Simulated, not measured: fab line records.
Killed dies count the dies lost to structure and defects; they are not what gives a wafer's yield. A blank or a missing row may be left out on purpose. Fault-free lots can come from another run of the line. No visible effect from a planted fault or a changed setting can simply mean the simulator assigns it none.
A lot that was struck, set against a sound lot | flow sky130 | 29 out of 708 route steps
Sound: these wafers, L503.1, L503.3, L503.5. Struck: wafers L504.3, L504.4, L504.5. The cause is named last.
At each step with rows: each side's tool, then ch and its chambers, then its first start. Under that, the readings that differ: sound wafers | struck wafers | difference of the means | sigmas: that difference in standard deviations of wafers without a fault.
alike: readings with means less than 2 such deviations apart, plus words and numbers identical on both sides. not compared: withheld readings, readings lacking a value on some wafer, bounds such as >300 that could conceal the same value, and numbers that have no deviation in the record and whose values overlap.
A row with sigmas, a row that says differs or no value, or rows on one side alone: a step with any of these is where the two part. When numbers do not overlap yet have no deviation, they are printed without sigmas and do not part them. A reading that every wafer of one side lacks parts them only if that side has two wafers or more.

SKY_LI_CONTACT_OVL_MEAS_13:
  sound on overlay-02 at day 29 04:49; struck on overlay-02 at day 30 14:43
  alike: LI_CONTACT_OVL
then, 2 steps without rows for these wafers: SKY_LI_CONTACT_ETCH_14 (etches BARC in N2/H2, stops on SiO2, time 45.9 s, target depth 60 nm); SKY_LI_CONTACT_ETCH_15 (etches PSG in C4F8/O2/Ar, stops on Si, target depth 600 nm).
SKY_LI_CONTACT_STRIP_16: strips in O2/N2.
  sound on plasma asher-02 ch 0,1, day 29 04:59; struck on plasma asher-01 ch 0,1, day 30 14:54
  alike: drypump motor current A, oes product au, strip time to endpoint s
  not compared: rf hours counter h
then, 3 steps without rows for these wafers: SKY_LI_CONTACT_CLEAN_17 (cleans in NMP, time 600 s); SKY_LI_CONTACT_PRE_CLEAN_18 (time 5.6 s); SKY_LI_CONTACT_SPUTTER_19 (material Ti, target thk 20 nm, time 106.37 s).
SKY_LI_CONTACT_SPUTTER_20: material TiN, target thk 20 nm, time 80 s.
  sound on pvd sputter-02 at day 29 05:31; struck on pvd sputter-04 at day 30 15:14
  alike: cathode dc power W, chamber pressure pa, throttle valve pct
SKY_LI_CONTACT_CVD_21: deposits W, target thk 400 nm, time 120.56 s.
  sound on cvd w-02 ch 0,1, day 29 05:35; struck on cvd w-01 ch 0,1, day 30 15:20
  reading            | sound       | struck      | difference | sigmas
  heater power w (W) | 710 740 729 | 864 950 974 | +203       | +2
  alike: susceptor temp C
SKY_LI_CONTACT_RS_MEAS_22: measures by four-point-probe.
  sound on film metro-01 at day 29 05:43; struck on film metro-02 at day 30 15:28
  alike: LI_CONTACT_W_RS
SKY_LI_CONTACT_THK_MEAS_23: measures by xrf.
  sound on film metro-01 at day 29 05:50; struck on film metro-02 at day 30 15:34
  alike: LI_CONTACT_W_THK
SKY_LI_CONTACT_CMP_24: polishes, stops on PSG, t overpolish 20 s, target thk 0 nm.
  sound on cmp-01 ch 0,1, day 29 05:56; struck on cmp-02 ch 1,2,3, day 30 15:40
  alike: motor current A, overpolish run s, slurry filter dp kPa, slurry flow ml min, time to endpoint s
SKY_LOCAL_INTERCONNECT_SPUTTER_00: material TiN, target thk 100 nm, time 83.3 s.
  sound on pvd sputter-01 at day 29 06:11; struck on pvd sputter-04 at day 30 15:55
  no value came back on the struck wafers for cathode dc power W (W), chamber pressure pa (Pa), susceptor temp C (C), throttle valve pct (%); on the sound wafers cathode dc power W (W) reads 6501.8 6502.0 6501.5
SKY_LOCAL_INTERCONNECT_RS_MEAS_01: measures by four-point-probe.
  sound on film metro-01 at day 29 06:15; struck on film metro-03 at day 30 16:01
  reading                            | sound             | struck | difference                    | sigmas
  LOCAL_INTERCONNECT_TIN_RS (ohm/sq) | 14.18 14.12 14.03 | - - -  | no value on the struck wafers |
SKY_LOCAL_INTERCONNECT_THK_MEAS_02: measures by xrf.
  sound on film metro-01 at day 29 06:22; struck on film metro-03 at day 30 16:07
  reading                         | sound            | struck         | difference | sigmas
  LOCAL_INTERCONNECT_TIN_THK (nm) | 99.8 100.0 100.8 | <0.0 <0.0 <0.0 | differs    |
then, 8 steps without rows for these wafers: SKY_LOCAL_INTERCONNECT_DEHYDRATE_03 (time 60 s); SKY_LOCAL_INTERCONNECT_HMDS_04 (prime time 60 s); SKY_LOCAL_INTERCONNECT_COAT_05 (resist thk 60 nm); SKY_LOCAL_INTERCONNECT_COAT_06 (resist thk 450 nm); SKY_LOCAL_INTERCONNECT_SOFTBAKE_07 (time 90 s); SKY_LOCAL_INTERCONNECT_EXPOSE_08 (exposes mask LI1M, target cd 170 nm); SKY_LOCAL_INTERCONNECT_PEB_09; SKY_LOCAL_INTERCONNECT_DEVELOP_10 (develop time 60 s).
SKY_LOCAL_INTERCONNECT_CD_MEAS_11 targets a cd of 170 nm.
  sound on cd sem-01 at day 30 10:11; struck on cd sem-02 at day 31 19:10
  alike: cd nm
SKY_LOCAL_INTERCONNECT_OVL_MEAS_12:
  sound on overlay-02 at day 30 10:19; struck on overlay-01 at day 31 19:15
  alike: LOCAL_INTERCONNECT_OVL
then, 1 step without rows for these wafers: SKY_LOCAL_INTERCONNECT_ETCH_13 (etches BARC in N2/H2, stops on SiO2, time 45.9 s, target depth 60 nm).
SKY_LOCAL_INTERCONNECT_METAL_ETCH_14: etches TiN in Cl2/BCl3, stops on PSG, target depth 110 nm, time 31.4 s.
  sound on rie metal-04 ch 1, day 30 10:28; struck on rie metal-02 ch 0,1, day 31 19:22
  reading                | sound                | struck               | difference | sigmas
  oes product au (a.u.)  | 0.948 0.938 0.947    | 0.486 0.497 0.484    | -0.455     | -54
  throttle valve pct (%) | 21.914 21.893 21.896 | 22.193 22.184 22.191 | +0.288     | +29
  alike: drypump motor current A
  not compared: rf hours counter h
SKY_LOCAL_INTERCONNECT_STRIP_15: strips in O2/N2.
  sound on plasma asher-01 ch 0,1, day 30 10:34; struck on plasma asher-04 ch 0,1, day 31 19:25
  alike: drypump motor current A, oes product au, strip time to endpoint s
  not compared: rf hours counter h
-- a jump in the record: the struck wafers' starts before and after are 15 days apart (it breaks off in module LOCAL_INTERCONNECT and resumes in module PAD_OPEN, where the first step shown is number 708 of the route) --
SKY_PAD_OPEN_PROBE_99:
  only the struck wafers here have rows in the record (prober-01, day 46 17:41); the sound ones have none

== WHERE THEY PART ==
Earliest at SKY_LI_CONTACT_CVD_21; latest, in this record, at SKY_PAD_OPEN_PROBE_99.

WHY: the cause the simulator had injected
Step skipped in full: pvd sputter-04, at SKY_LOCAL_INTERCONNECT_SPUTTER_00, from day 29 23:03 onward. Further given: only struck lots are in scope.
